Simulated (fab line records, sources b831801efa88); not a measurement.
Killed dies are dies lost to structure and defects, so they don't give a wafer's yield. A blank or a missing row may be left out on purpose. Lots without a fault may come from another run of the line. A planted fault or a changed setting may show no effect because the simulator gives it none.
Which tool did it? | flow sky130 | 13 lots, 39 wafers sampled, at 2 steps of a route of 708

WHAT THE GAUGES READ, wafer by wafer
SKY_POLY_GATE_THK_MEAS_01. Usual: POLY_GATE_CVD_00_THK 179.9 nm, standard deviation 1.4.
lot  | measured     | on            | POLY_GATE_CVD_00_THK (nm) | flag
L306 | day 14 08:08 | film_metro-03 | 179.9 178.4 179.3         |
L307 | day 14 11:41 | film_metro-01 | 180.4 179.4 180.3         |
L308 | day 14 21:01 | film_metro-03 | 178.9 178.3 178.4         |
L310 | day 15 11:33 | film_metro-01 | 182.0 182.5 181.6         |
L311 | day 15 21:00 | film_metro-01 | 181.1 180.2 180.6         |
L312 | day 16 14:23 | film_metro-04 | 179.5 178.6 177.7         |
L313 | day 16 19:20 | film_metro-01 | 180.4 181.1 179.6         |
L320 | day 19 15:34 | film_metro-04 | 178.0 178.9 178.8         |
L321 | day 19 23:05 | film_metro-04 | 180.1 180.0 181.4         |
L322 | day 20 09:21 | film_metro-01 | 182.9 182.8 184.3         |
L323 | day 20 12:07 | film_metro-03 | 179.2 178.8 179.2         |
L327 | day 21 19:14 | film_metro-03 | 179.8 180.3 178.5         |
L328 | day 21 22:55 | film_metro-03 | 181.1 181.5 182.2         |

SKY_POLY_GATE_OVL_MEAS_14. Usual: POLY_GATE_OVL -1 nm, standard deviation 5.1.
lot  | measured     | on         | POLY_GATE_OVL (nm) | flag
L306 | day 16 17:22 | overlay-01 | 1 4 9              |
L307 | day 16 21:53 | overlay-02 | -4 -7 -5           |
L308 | day 17 07:13 | overlay-02 | -2 5 0             |
L310 | day 17 21:21 | overlay-01 | -3 -2 -4           |
L311 | day 18 09:40 | overlay-01 | 0 7 5              |
L312 | day 19 03:51 | overlay-02 | -2 1 4             |
L313 | day 19 07:55 | overlay-02 | 0 -3 -7            |
L320 | day 22 06:31 | overlay-01 | 1 3 6              |
L321 | day 22 13:38 | overlay-02 | -4 4 -4            |
L322 | day 23 00:33 | overlay-02 | 3 3 -6             |
L323 | day 23 02:34 | overlay-01 | 0 1 7              |
L327 | day 24 09:20 | overlay-01 | 1 -3 3             |
L328 | day 24 12:19 | overlay-01 | -3 -3 5            |

WHICH TOOL RAN EACH LOT (tool, then ch and the chambers of the sampled wafers, then the start)
The record holds no process step before these readings.

WHAT THE TOOLS THEMSELVES READ (means of the sampled wafers that have a number; where no wafer has one, the mark that the record gives instead)
The record holds no such reading with a usual standard deviation.

THE ANSWER, worked out from the rows above alone
Rule: a lot is off if the mean of its wafers that have a number lies more than 3 standard deviations from the usual mean. A lot without any number at a reading at which 4 lots or more have one is off too. The other lots that the step has rows for count as sound. The gauges are gone through in route order, then the tools' own readings, and for those a lot's mean is taken as printed above. The first step at which some lot is off is used, and at that step the reading that is off furthest; a lot without a number counts as furthest.
No lot is off at any reading shown: from this, nothing can be told.

WHAT THE SIMULATOR HAD PUT IN
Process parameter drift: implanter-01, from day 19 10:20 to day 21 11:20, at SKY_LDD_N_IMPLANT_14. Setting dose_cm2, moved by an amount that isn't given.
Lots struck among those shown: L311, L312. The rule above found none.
